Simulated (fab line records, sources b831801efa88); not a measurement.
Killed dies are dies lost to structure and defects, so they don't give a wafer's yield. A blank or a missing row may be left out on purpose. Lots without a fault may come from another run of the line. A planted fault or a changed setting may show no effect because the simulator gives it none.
A struck lot beside a sound one | flow sky130 | 15 steps out of a route of 708
Sound: wafers L754.2, L754.3, L754.4. Struck: wafers L763.2, L763.4, L763.5. The cause comes at the end.
At each step with rows: each side's tool, then ch and its chambers, then its first start. Under that, the readings that differ: sound wafers | struck wafers | difference of the means | sigmas: that difference in standard deviations of wafers without a fault.
alike: readings whose means differ by less than 2 such deviations, and words and numbers that are the same on both sides. not compared: withheld readings, readings that some wafer has no value for, bounds like >300 that may hide the same value, and numbers for which the record gives no deviation and whose values overlap.
The two part at a step that has a row with sigmas, a row that says differs or no value, or rows on one side only. Numbers that don't overlap but have no deviation are shown without sigmas and don't part them. A reading that every wafer of one side lacks parts them only if that side has two wafers or more.

SKY_VIA3_OVL_MEAS_13:
  sound on overlay-02, day 40 15:40; struck on overlay-01, day 43 01:54
  alike: VIA3_OVL
SKY_VIA3_ETCH_14: etches BARC in N2/H2, stops on SiO2, time 45.9 s, target depth 60 nm.
  sound on rie_diel-01 ch 0,1,2, day 40 15:42; struck on rie_diel-01 ch 0,2, day 43 01:56
  alike: drypump_motor_current_A, oes_product_au, throttle_valve_pct
  not compared: rf_hours_counter_h
SKY_VIA3_ETCH_15: etches SiO2 in C4F8/O2/Ar, stops on TiN, target depth 507 nm, time 78 s.
  sound on rie_diel-01 ch 0,1,2, day 40 15:44; struck on rie_diel-01 ch 0,2, day 43 01:59
  alike: oes_product_au
  not compared: rf_hours_counter_h
then, 4 steps without rows for these wafers: SKY_VIA3_STRIP_16 (strips in O2/N2); SKY_VIA3_STRIP_17 (strips in post etch residue remover, time 1200 s); SKY_VIA3_CLEAN_18 (cleans in IPA, time 180 s); SKY_VIA3_CLEAN_19 (cleans in O3/DIW).
SKY_VIA3_SPUTTER_20: material TiN, target thk 20 nm, time 76.36 s.
  sound on pvd_sputter-03, day 40 16:24; struck on pvd_sputter-03, day 43 02:38
  alike: cathode_dc_power_W, throttle_valve_pct
SKY_VIA3_CVD_21: deposits W, target thk 390 nm, time 117.31 s.
  sound on cvd_w-02 ch 0,1, day 40 16:28; struck on cvd_w-02 ch 0,1, day 43 02:42
  alike: heater_power_w, susceptor_temp_C
SKY_VIA3_RS_MEAS_22: measures by four-point-probe.
  sound on film_metro-03, day 40 16:36; struck on film_metro-04, day 43 02:50
  alike: VIA3_W_RS
SKY_VIA3_THK_MEAS_23: measures by xrf.
  sound on film_metro-03, day 40 16:43; struck on film_metro-04, day 43 02:57
  alike: VIA3_W_THK
then, 1 step without rows for these wafers: SKY_VIA3_CMP_24 (polishes, stops on SiO2, t overpolish 20 s, target thk 0 nm).
SKY_METAL4_SPUTTER_00: material Ti, target thk 15 nm, time 10 s.
  sound on pvd_sputter-01, day 40 17:04; struck on pvd_sputter-02, day 43 03:18
  reading                                   | sound                | struck               | difference | sigmas
  cathode_dc_power_W (W)                    | 2999.5 2999.3 2999.6 | 2322.3 2323.4 2323.0 | -676.6     | -99 or more
  model.Ti_of_METAL4_SPUTTER_00.thk_nm (nm) | 14.9 14.92 14.86     | 11.47 11.66 11.38    | -3.39      |
  alike: throttle_valve_pct
SKY_METAL4_SPUTTER_01: material TiN, target thk 20 nm, time 16.7 s.
  sound on pvd_sputter-01, day 40 17:05; struck on pvd_sputter-02, day 43 03:19
  alike: cathode_dc_power_W, throttle_valve_pct
-- the record jumps here: 6 days lie between the struck wafers' starts before and after (it left off in module METAL4 and takes up again in module PAD_OPEN, whose first step shown is number 708 of the route) --
SKY_PAD_OPEN_PROBE_99:
  sound on prober-01, day 46 16:57; struck on prober-01, day 48 16:22
  alike: defect_limited_yield, killed_at_M0_to_M3, killed_at_M4_up, killed_at_contacts, killed_at_front_end, killed_at_other, killed_dies, killed_open, killed_short, sort_bin_3_pad_short, sort_bin_5_function, sort_bin_6_memory, sort_n_pass, sort_yield_pct

WHERE THEY PART
Only at SKY_METAL4_SPUTTER_00, within this record. Later steps at which nothing parts them and some readings are alike: SKY_METAL4_SPUTTER_01, SKY_PAD_OPEN_PROBE_99.

WHY: what the simulator had put in
Process parameter drift: pvd_sputter-02, from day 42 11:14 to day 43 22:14, at SKY_METAL4_SPUTTER_00. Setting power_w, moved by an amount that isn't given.
